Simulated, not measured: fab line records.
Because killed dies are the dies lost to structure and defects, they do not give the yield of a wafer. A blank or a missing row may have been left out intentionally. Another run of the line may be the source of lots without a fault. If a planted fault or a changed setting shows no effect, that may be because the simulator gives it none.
fab line records	flow sky130
record lots=7	wafers=21	last-day=49
route steps=708 shown CAP2M@620 METAL4@621 PAD_OPEN@708
lots untouched by any fault: they come from a run of this same line in which no faults occurred
start-h: hours from the record's opening day to when the first of the lot's shown wafers began	wait-h: hours since the lot's step before	" repeats the value in the row above	L1.1+2: a row that stands for several wafers	- value missing, or start not given	* or withheld: withheld	< > ~ a bound
route shown NAME@n: NAME is a module with steps in the file, n the number in the route of the first one	usual: mean/standard deviation taken from wafers without a fault	same: alike in all rows	chamber/n: place in a boat	sites: per-site readings	_std_site: their standard deviation	_edge_site: the outer-site mean with the inner-site mean subtracted	radius-mm: how far each site lies from the wafer's centre	mask NAME#n: copy n	behind: tool/chamber where the wafer was last shaped	hold: reason for holding the lot/hours on hold/outcome of the hold	device: transistor that didn't switch, given as n, p or np	end of line: tests run on the same wafers once the route is complete	a step without rows: its recipe alone	killed: not the wafer's yield, but the dies lost to structure and defects at the first sort	map: the dies of a wafer, with x for killed, . for not killed, _ for no die there
set.NAME: the setting the step ran with; set.NAME@STEP: the setting that earlier step ran with	model.NAME: the simulator's own value behind a step, which no gauge read
a table for each step, a row for each wafer; lots at some steps of the route
services: a tool's chamber out of use, with start hour (start-h, from the record's first day; less than 0 if before it), hours out, and reason
## steps
# step SKY_CAP2M_CLEAN_17
# recipe chemistry=O3/DIW	dry=n2-spin
# step SKY_METAL4_DEHYDRATE_05
# recipe temp-c=200	time-s=60
# step SKY_METAL4_HMDS_06
# recipe prime-time-s=60	prime-temp-c=120
# step SKY_METAL4_COAT_07
# recipe resist=BARC	temp-c=withheld	time-s=withheld	spin-rpm=3000	resist-thk-nm=60
# step SKY_METAL4_COAT_08
# recipe resist=KrF-thick	spin-rpm=3000	resist-thk-nm=1140
# step SKY_METAL4_SOFTBAKE_09
# recipe temp-c=99.54	time-s=90	resist=KrF-thick
# step SKY_METAL4_EXPOSE_10
# recipe mask-id=MM4	na=0.68	source-shape=annular	sigma-inner=0.4	sigma-outer=0.8	target-cd-nm=300	dose-mj=28
# step SKY_METAL4_PEB_11
# recipe peb-temp-c=withheld	peb-time-s=withheld	resist=KrF-thick
# step SKY_METAL4_DEVELOP_12
# recipe develop-time-s=60	resist=KrF-thick	dev-temp-c=21
# step SKY_METAL4_CD_MEAS_13
# recipe target-cd-nm=300
# usual cd-nm=300.1/1.5
lot.wafer	tool	chamber	start-h	wait-h	cd-nm
L278.3	cd-sem-01	-	1016.56	-	301.1
L278.4	"	-	"	"	301.6
L278.6	"	-	"	"	301.1
L280.2	cd-sem-02	-	1066.26	-	299.0
L280.3	"	-	"	"	299.9
L280.5	"	-	"	"	300.3
L281.3	cd-sem-01	-	1069.55	-	300.9
L281.5	"	-	"	"	300.2
L281.6	"	-	"	"	300.3
L285.1	cd-sem-02	-	1069.86	-	298.9
L285.2	"	-	"	"	298.2
L285.4	"	-	"	"	297.9
L283.2	cd-sem-02	-	1071.44	-	298.5
L283.4	"	-	"	"	299.0
L283.6	"	-	"	"	298.2
L289.3	cd-sem-01	-	1073.61	-	300.2
L289.5	"	-	"	"	301.1
L289.6	"	-	"	"	299.3
L293.4	cd-sem-01	-	1097.33	-	299.0
L293.5	"	-	"	"	299.6
L293.6	"	-	"	"	299.5
# step SKY_METAL4_OVL_MEAS_14
# usual METAL4_OVL=-1/4.8
lot.wafer	tool	chamber	start-h	wait-h	METAL4_OVL[nm]
L278.3	overlay-01	-	1016.65	0.1	-12
L278.4	"	-	"	"	-5
L278.6	"	-	"	"	-2
L280.2	overlay-01	-	1066.37	0.1	-2
L280.3	"	-	"	"	-6
L280.5	"	-	"	"	-8
L281.3	overlay-02	-	1069.65	0.1	3
L281.5	"	-	"	"	-2
L281.6	"	-	"	"	-4
L285.1	overlay-01	-	1069.98	0.1	3
L285.2	"	-	"	"	3
L285.4	"	-	"	"	-6
L283.2	overlay-01	-	1071.54	0.1	-7
L283.4	"	-	"	"	2
L283.6	"	-	"	"	-2
L289.3	overlay-02	-	1073.70	0.1	10
L289.5	"	-	"	"	8
L289.6	"	-	"	"	5
L293.4	overlay-02	-	1097.41	0.1	-3
L293.5	"	-	"	"	-6
L293.6	"	-	"	"	-3
# step SKY_METAL4_DESCUM_15
# recipe chemistry=O2	source-power-w=150	bias-power-w=0	pressure-mtorr=10	temp-c=40	time-s=8
# usual drypump-motor-current-A=6.0/0.71	he-backside-leak-sccm=3.4/0.43	oes-product-au=0.997/0.012
# same time-s=8
lot.wafer	tool	chamber	start-h	wait-h	drypump-motor-current-A	he-backside-leak-sccm	oes-product-au	rf-hours-counter-h
L278.3	rie-metal-01	0	1016.68	0.0	6.8	3.7	0.992	-
L278.4	"	1	"	"	4.8	3.2	0.976	-
L278.6	"	0	"	"	6.8	3.6	0.994	-
L280.2	rie-metal-01	1	1066.40	0.0	4.7	3.3	0.975	19
L280.3	"	1	"	"	4.7	3.2	0.979	-
L280.5	"	1	"	"	4.8	3.4	0.985	-
L281.3	rie-metal-01	1	1069.68	0.0	4.7	3.2	0.980	-
L281.5	"	1	"	"	4.7	3.3	0.989	-
L281.6	"	0	"	"	6.8	3.6	0.994	-
L285.1	rie-metal-02	1	1070.02	0.0	6.5	3.2	1.007	2
L285.2	"	1	"	"	6.5	3.3	0.993	-
L285.4	"	1	"	"	6.5	3.3	1.011	-
L283.2	rie-metal-01	0	1071.57	0.0	6.8	3.6	1.005	15
L283.4	"	1	"	"	4.8	5.0	0.995	-
L283.6	"	0	"	"	6.8	3.4	0.997	-
L289.3	rie-metal-02	1	1073.75	0.0	6.5	3.4	0.999	-
L289.5	"	1	"	"	6.5	3.4	0.987	-
L289.6	"	1	"	"	6.5	3.4	1.008	-
L293.4	rie-metal-03	0	1097.43	0.0	6.0	3.2	1.011	-
L293.5	"	1	"	"	6.0	3.0	1.013	-
L293.6	"	0	"	"	6.0	3.2	1.009	-
# step SKY_METAL4_ETCH_16
# recipe chemistry=N2/H2	target=BARC	ion-energy-ev=200	bias-w=100	pressure-mtorr=30	n2-flow-sccm=100	h2-flow-sccm=200	icp-w=500	stop-on=SiO2	time-s=88.2	target-depth-a=600
# usual drypump-motor-current-A=6.0/0.72	he-backside-leak-sccm=3.30/0.25	oes-product-au=0.626/0.0045	throttle-valve-pct=13.206/0.0082
# same time-s=88.2
lot.wafer	tool	chamber	start-h	wait-h	drypump-motor-current-A	he-backside-leak-sccm	oes-product-au	rf-hours-counter-h	throttle-valve-pct	model.KrF-thick_of_METAL4_COAT_08.thk-nm	model.METAL4.cd-nm
L278.3	rie-metal-01	0	1016.74	0.0	6.8	3.40	0.620	-	13.207	1082	300.9
L278.4	"	1	"	"	4.8	3.24	0.627	-	13.204	1079	302.6
L278.6	"	0	"	"	6.8	3.28	0.630	-	13.215	1083	300.3
L280.2	rie-metal-01	1	1066.43	0.0	4.7	3.29	0.628	20	13.195	1090	306.7
L280.3	"	1	"	"	4.7	3.43	0.631	-	13.200	1090	308
L280.5	"	1	"	"	4.8	3.33	0.623	-	13.211	1093	307.7
L281.3	rie-metal-01	1	1069.73	0.0	4.7	3.30	0.618	-	13.219	1091	309.7
L281.5	"	1	"	"	4.8	3.16	0.630	-	13.201	1091	308.8
L281.6	"	0	"	"	6.8	3.67	0.618	-	13.218	1090	303.5
L285.1	rie-metal-02	1	1070.08	0.1	6.5	3.18	0.623	2	13.200	1078	298.3
L285.2	"	1	"	"	6.5	3.23	0.620	-	13.196	1076	298.3
L285.4	"	1	"	"	6.5	3.28	0.621	-	13.205	1074	297.7
L283.2	rie-metal-01	0	1071.61	0.0	6.8	3.74	0.628	15	13.212	1091	302.4
L283.4	"	1	"	"	4.8	3.37	0.624	-	13.197	1091	307.9
L283.6	"	0	"	"	6.8	3.46	0.622	-	13.215	1096	302.1
L289.3	rie-metal-02	1	1073.85	0.1	6.5	3.26	0.624	-	13.191	1083	299.1
L289.5	"	1	"	"	6.5	3.30	0.627	-	13.197	1084	301
L289.6	"	1	"	"	6.5	3.27	0.629	-	13.200	1084	298
L293.4	rie-metal-03	0	1097.49	0.0	6.0	2.96	0.626	-	13.212	1077	299.7
L293.5	"	1	"	"	6.0	2.84	0.620	-	13.212	1076	300.7
L293.6	"	0	"	"	6.0	3.06	0.630	-	13.202	1077	300.1
# step SKY_METAL4_ETCH_17
# recipe target=SiO2	stop-on=TiN	chemistry=C4F8/O2/Ar	source-w=1500	bias-w=1200	pressure-mtorr=40	c4f8-flow-sccm=withheld	O2_flow_sccm=6	Ar_flow_sccm=300	time-s=3.9	target-depth-a=150
# usual oes-product-au=0.756/0.0069
# same time-s=3.9
lot.wafer	tool	chamber	start-h	wait-h	oes-product-au	rf-hours-counter-h	model.METAL4.cd-nm
L278.3	rie-diel-02	3	1016.80	0.0	0.759	21	301
L278.4	"	2	"	"	0.754	-	302.5
L278.6	"	3	"	"	0.762	-	300.4
L280.2	rie-diel-02	1	1066.53	0.1	0.746	19	306.7
L280.3	"	3	"	"	0.749	23	308.1
L280.5	"	3	"	"	0.764	-	307.7
L281.3	rie-diel-04	1	1069.80	0.0	0.765	16	309.7
L281.5	"	0	"	"	0.770	-	308.8
L281.6	"	3	"	"	0.758	-	303.4
L285.1	rie-diel-01	1	1070.28	0.2	0.748	23	298.3
L285.2	"	2	"	"	0.758	15	298.4
L285.4	"	3	"	"	0.761	16	297.7
L283.2	rie-diel-04	0	1071.70	0.1	0.751	25	302.4
L283.4	"	3	"	"	0.768	24	307.8
L283.6	"	3	"	"	0.757	-	302
L289.3	rie-diel-02	3	1073.98	0.1	0.751	23	299.2
L289.5	"	0	"	"	0.766	-	301
L289.6	"	1	"	"	0.765	-	297.9
L293.4	rie-diel-01	0	1097.56	0.0	0.754	-	299.7
L293.5	"	2	"	"	0.753	-	300.7
L293.6	"	3	"	"	0.767	-	300.1
# step SKY_METAL4_METAL_ETCH_18
# recipe target-depth-a=8450	stop-on=SiO2	over-etch-frac=0.3	time-s=183.1	chemistry=Cl2/BCl3	resist-sidewall-deg=88	pressure-mtorr=10	icp-w=900	bias-w=48.5	Cl2_flow_sccm=60	bcl3-flow-sccm=30
# usual drypump-motor-current-A=6.0/0.54	he-backside-leak-sccm=3.28/0.21	oes-product-au=0.866/0.0068	throttle-valve-pct=22.264/0.0089
# same time-s=183.1
lot.wafer	tool	chamber	start-h	wait-h	drypump-motor-current-A	he-backside-leak-sccm	oes-product-au	rf-hours-counter-h	throttle-valve-pct
L278.3	rie-metal-03	1	1016.88	0.1	6.0	3.22	0.865	-	22.260
L278.4	"	0	"	"	6.0	3.01	0.871	-	22.266
L278.6	"	0	"	"	6.0	3.05	0.865	-	22.252
L280.2	rie-metal-02	1	1066.60	0.1	6.5	3.35	0.863	-	22.276
L280.3	"	1	"	"	6.5	3.40	0.867	-	22.265
L280.5	"	1	"	"	6.5	3.29	0.858	-	22.261
L281.3	rie-metal-03	0	1069.88	0.1	6.0	3.10	0.866	-	22.268
L281.5	"	1	"	"	6.0	3.06	0.877	-	22.261
L281.6	"	0	"	"	6.0	3.17	0.865	-	22.264
L285.1	rie-metal-01	0	1070.30	0.0	6.8	3.55	0.866	15	22.253
L285.2	"	1	"	"	4.8	3.21	0.869	20	22.278
L285.4	"	1	"	"	4.8	3.18	0.871	-	22.276
L283.2	rie-metal-03	1	1071.72	0.0	6.0	3.02	0.864	16	22.241
L283.4	"	0	"	"	6.0	3.01	0.857	-	22.274
L283.6	"	1	"	"	6.0	3.09	0.858	-	22.274
L289.3	rie-metal-03	0	1074.06	0.1	6.0	3.13	0.866	-	22.246
L289.5	"	0	"	"	6.0	3.25	0.857	-	22.263
L289.6	"	1	"	"	6.0	2.73	0.869	-	22.269
L293.4	rie-metal-02	0	1097.63	0.1	5.5	3.63	0.874	-	22.287
L293.5	"	1	"	"	6.5	3.51	0.855	-	22.263
L293.6	"	0	"	"	5.5	3.57	0.862	-	22.274
# step SKY_PAD_OPEN_PROBE_99
# usual defect-limited-yield=82.5/2	killed_at_M0_to_M3=43/7.3	killed_at_M4_up=3.5/2.2	killed-at-contacts=24/5.3	killed-at-front-end=15/4.2	killed-dies=86/9.8	killed-open=47/7.2	killed-short=39/6.5
# same gross-dies=492	killed-at-back-side=0	killed-at-other=0
lot.wafer	tool	chamber	start-h	wait-h	defect-limited-yield[%]	killed_at_M0_to_M3	killed_at_M4_up	killed-at-contacts	killed-at-front-end	killed-dies	killed-open	killed-short
L278.3	prober-01	-	1107.57	0.2	84.1	34	5	27	12	78	43	35
L278.4	prober-01	-	1107.62	0.2	78.5	55	11	23	17	106	60	46
L278.6	prober-01	-	1107.72	0.2	83.5	36	4	26	15	81	48	32
L280.2	prober-01	-	1152.66	0.1	82.3	38	2	29	18	87	45	42
L280.3	prober-01	-	1152.71	0.2	81.7	36	4	31	19	90	49	40
L280.5	prober-01	-	1152.81	0.2	81.9	41	2	32	14	89	45	44
L281.3	prober-01	-	1155.71	0.2	84.1	38	4	22	14	78	42	36
L281.5	prober-01	-	1155.81	0.2	85.6	30	3	22	16	71	39	32
L281.6	prober-01	-	1155.86	0.2	84.1	47	3	19	9	78	45	33
L285.1	prober-02	-	1157.11	0.1	79.1	35	2	43	23	103	53	48
L285.2	prober-02	-	1157.16	0.1	85.0	44	2	16	12	74	38	36
L285.4	prober-02	-	1157.26	0.2	81.1	41	4	27	21	93	49	44
L283.2	prober-01	-	1158.66	0.1	83.1	39	7	26	11	83	51	32
L283.4	prober-01	-	1158.76	0.2	83.3	50	2	22	8	82	38	44
L283.6	prober-01	-	1158.86	0.2	83.1	45	2	25	11	83	37	46
L289.3	prober-01	-	1160.21	0.2	81.9	49	4	23	13	89	42	45
L289.5	prober-01	-	1160.31	0.2	81.9	43	7	21	18	89	46	43
L289.6	prober-01	-	1160.36	0.2	80.9	43	7	27	17	94	48	46
L293.4	prober-02	-	1179.05	0.2	83.3	40	5	22	15	82	54	28
L293.5	prober-02	-	1179.10	0.2	79.9	53	3	22	21	99	49	50
L293.6	prober-02	-	1179.15	0.2	85.0	44	1	20	9	74	33	41
# killed by level:class
L278.3 CONTACT:geometric-particle:open=11 LI_CONTACT:geometric-particle:open=8 VIA1:geometric-particle:open=8 VIA2:geometric-particle:open=6 VIA3:geometric-particle:short=6 POLY_GATE:geometric-particle:short=5 METAL2:geometric-particle:short=5 VIA3:geometric-particle:open=5
L278.4 VIA3:geometric-particle:open=12 CONTACT:geometric-particle:open=9 VIA1:geometric-particle:open=9 LI_CONTACT:geometric-particle:open=8 METAL4:geometric-particle:short=8 METAL2:geometric-particle:short=7 POLY_GATE:geometric-particle:short=5 VIA1:geometric-particle:short=5
L278.6 VIA1:geometric-particle:open=12 CONTACT:geometric-particle:open=10 LI_CONTACT:geometric-particle:open=8 POLY_GATE:geometric-particle:open=7 VIA1:geometric-particle:short=6 VIA2:geometric-particle:short=5 LOCAL_INTERCONNECT:geometric-particle:short=4 VIA3:geometric-particle:open=4
L280.2 VIA2:geometric-particle:open=11 CONTACT:geometric-particle:short=9 LI_CONTACT:geometric-particle:open=7 CONTACT:geometric-particle:open=7 VIA1:geometric-particle:open=7 FIELD_ISO:geometric-particle:open=6 FIELD_ISO:geometric-particle:short=5 METAL1:geometric-particle:short=5
L280.3 CONTACT:geometric-particle:open=12 VIA1:geometric-particle:open=12 LOCAL_INTERCONNECT:geometric-particle:short=9 FIELD_ISO:geometric-particle:short=7 LI_CONTACT:geometric-particle:open=6 VIA3:geometric-particle:open=6 VIA1:geometric-particle:short=5 POLY_GATE:geometric-particle:short=4
L280.5 VIA1:geometric-particle:open=13 CONTACT:geometric-particle:open=11 LOCAL_INTERCONNECT:geometric-particle:short=10 VIA2:geometric-particle:open=7 POLY_GATE:geometric-particle:short=5 CONTACT:geometric-particle:short=4 LI_CONTACT:geometric-particle:open=4 METAL2:geometric-particle:short=4
L281.3 VIA1:geometric-particle:open=10 LI_CONTACT:geometric-particle:open=9 METAL2:geometric-particle:short=8 VIA2:geometric-particle:open=7 CONTACT:geometric-particle:open=6 POLY_GATE:geometric-particle:short=6 VIA1:geometric-particle:short=4 FIELD_ISO:geometric-particle:open=3
L281.5 LI_CONTACT:geometric-particle:open=6 CONTACT:geometric-particle:open=6 POLY_GATE:geometric-particle:open=5 METAL2:geometric-particle:short=5 CONTACT:geometric-particle:short=4 VIA1:geometric-particle:open=4 VIA3:geometric-particle:open=4 FIELD_ISO:geometric-particle:short=3
L281.6 VIA1:geometric-particle:open=14 METAL2:geometric-particle:short=8 CONTACT:geometric-particle:open=7 LI_CONTACT:geometric-particle:open=6 VIA2:geometric-particle:open=6 METAL3:geometric-particle:short=4 POLY_GATE:geometric-particle:open=3 CONTACT:geometric-particle:short=3
L285.1 CONTACT:geometric-particle:open=15 FIELD_ISO:geometric-particle:open=9 LI_CONTACT:geometric-particle:open=9 CONTACT:geometric-particle:short=9 VIA3:geometric-particle:open=7 FIELD_ISO:geometric-particle:short=5 LI_CONTACT:geometric-particle:short=5 LOCAL_INTERCONNECT:geometric-particle:short=5
L285.2 VIA1:geometric-particle:open=13 CONTACT:geometric-particle:open=6 METAL2:geometric-particle:short=6 VIA3:geometric-particle:open=6 METAL1:geometric-particle:short=5 FIELD_ISO:geometric-particle:short=4 VIA2:geometric-particle:open=4 POLY_GATE:geometric-particle:short=3
L285.4 VIA2:geometric-particle:open=8 CONTACT:geometric-particle:short=8 CONTACT:geometric-particle:open=8 METAL1:geometric-particle:short=8 VIA3:geometric-particle:open=8 POLY_GATE:geometric-particle:open=6 FIELD_ISO:geometric-particle:open=5 LI_CONTACT:geometric-particle:open=5
L283.2 LI_CONTACT:geometric-particle:open=11 CONTACT:geometric-particle:open=8 METAL1:geometric-particle:short=8 VIA1:geometric-particle:open=6 VIA3:geometric-particle:open=5 METAL1:geometric-particle:open=4 POLY_GATE:geometric-particle:open=3 LI_CONTACT:geometric-particle:short=3
L283.4 VIA1:geometric-particle:open=10 METAL2:geometric-particle:short=9 METAL1:geometric-particle:short=7 VIA3:geometric-particle:open=7 LI_CONTACT:geometric-particle:short=6 LOCAL_INTERCONNECT:geometric-particle:short=6 VIA1:geometric-particle:short=5 VIA2:geometric-particle:open=5
L283.6 VIA1:geometric-particle:open=11 METAL1:geometric-particle:short=9 LOCAL_INTERCONNECT:geometric-particle:short=7 LI_CONTACT:geometric-particle:short=5 CONTACT:geometric-particle:open=5 VIA1:geometric-particle:short=5 METAL2:geometric-particle:short=5 FIELD_ISO:geometric-particle:open=4
L289.3 VIA1:geometric-particle:open=9 VIA1:geometric-particle:short=9 LI_CONTACT:geometric-particle:open=7 VIA3:geometric-particle:open=7 VIA2:geometric-particle:open=5 LI_CONTACT:geometric-particle:short=5 METAL2:geometric-particle:short=5 POLY_GATE:geometric-particle:open=4
L289.5 CONTACT:geometric-particle:open=13 VIA1:geometric-particle:open=12 METAL4:geometric-particle:short=7 FIELD_ISO:geometric-particle:short=6 VIA3:geometric-particle:open=6 FIELD_ISO:geometric-particle:open=5 METAL1:geometric-particle:short=5 VIA2:geometric-particle:open=5
L289.6 CONTACT:geometric-particle:open=11 VIA1:geometric-particle:open=10 LI_CONTACT:geometric-particle:open=8 METAL2:geometric-particle:short=7 FIELD_ISO:geometric-particle:short=6 VIA3:geometric-particle:short=5 VIA2:geometric-particle:open=5 METAL4:geometric-particle:short=5
L293.4 CONTACT:geometric-particle:open=11 VIA1:geometric-particle:open=9 LI_CONTACT:geometric-particle:open=8 METAL2:geometric-particle:short=6 FIELD_ISO:geometric-particle:open=5 VIA2:geometric-particle:open=5 VIA3:geometric-particle:open=5 POLY_GATE:geometric-particle:short=3
L293.5 VIA1:geometric-particle:open=12 METAL1:geometric-particle:short=8 POLY_GATE:geometric-particle:open=6 LI_CONTACT:geometric-particle:open=6 CONTACT:geometric-particle:open=6 VIA1:geometric-particle:short=6 METAL2:geometric-particle:short=6 POLY_GATE:geometric-particle:short=5
L293.6 METAL2:geometric-particle:short=10 CONTACT:geometric-particle:open=8 VIA1:geometric-particle:short=8 METAL1:geometric-particle:short=7 VIA2:geometric-particle:open=6 VIA1:geometric-particle:open=6 VIA3:geometric-particle:open=6 LOCAL_INTERCONNECT:geometric-particle:short=4
## services
tool	chamber	start-h	hours	kind
rie-metal-01	-	995.88	0.6	repair
rie-diel-02	-	1006.25	0.7	repair
rie-diel-02	1	1009.74	9.6	repair
rie-diel-01	1	1012.21	8.0	repair
rie-diel-04	2	1022.25	8.8	repair
rie-metal-02	1	1035.42	-	clean
rie-metal-02	1	1035.42	16.9	scheduled-down
rie-metal-02	1	1035.42	16.9	vent-cycle
rie-diel-02	-	1039.16	0.1	repair
rie-diel-01	-	1053.72	2.8	pm
rie-metal-02	0	1058.00	-	clean
rie-metal-02	0	1058.00	26.3	scheduled-down
rie-metal-02	0	1058.00	26.3	vent-cycle
rie-diel-02	-	1070.42	2.8	pm
rie-metal-02	-	1079.06	0.1	repair
rie-diel-01	1	1090.03	-	clean
rie-diel-01	1	1090.03	18.4	scheduled-down
rie-diel-01	1	1090.03	18.4	vent-cycle
rie-diel-04	2	1090.42	5.5	repair
## key
first-sign none at tools or gauges
model-effect step=SKY_METAL4_ETCH_16	value=KrF-thick_of_METAL4_COAT_08.thk-nm	without=1078	struck=1091
model-effect step=SKY_METAL4_ETCH_17	value=METAL4.cd-nm	without=302	struck=306.3
met-at SKY_METAL4_ETCH_16
struck-wafers L280.2,L280.3,L280.5,L281.3,L281.5,L281.6,L283.2,L283.4,L283.6
onset-between 1016.74 1066.43
also-fits SKY_METAL4_DESCUM_15:rie-metal-01
fault kind=process-parameter-drift	tool=rie-metal-01	chamber=-	onset-h=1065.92	steps=SKY_METAL4_ETCH_16	channel=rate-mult	offset=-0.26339	shape=step	end-h=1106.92
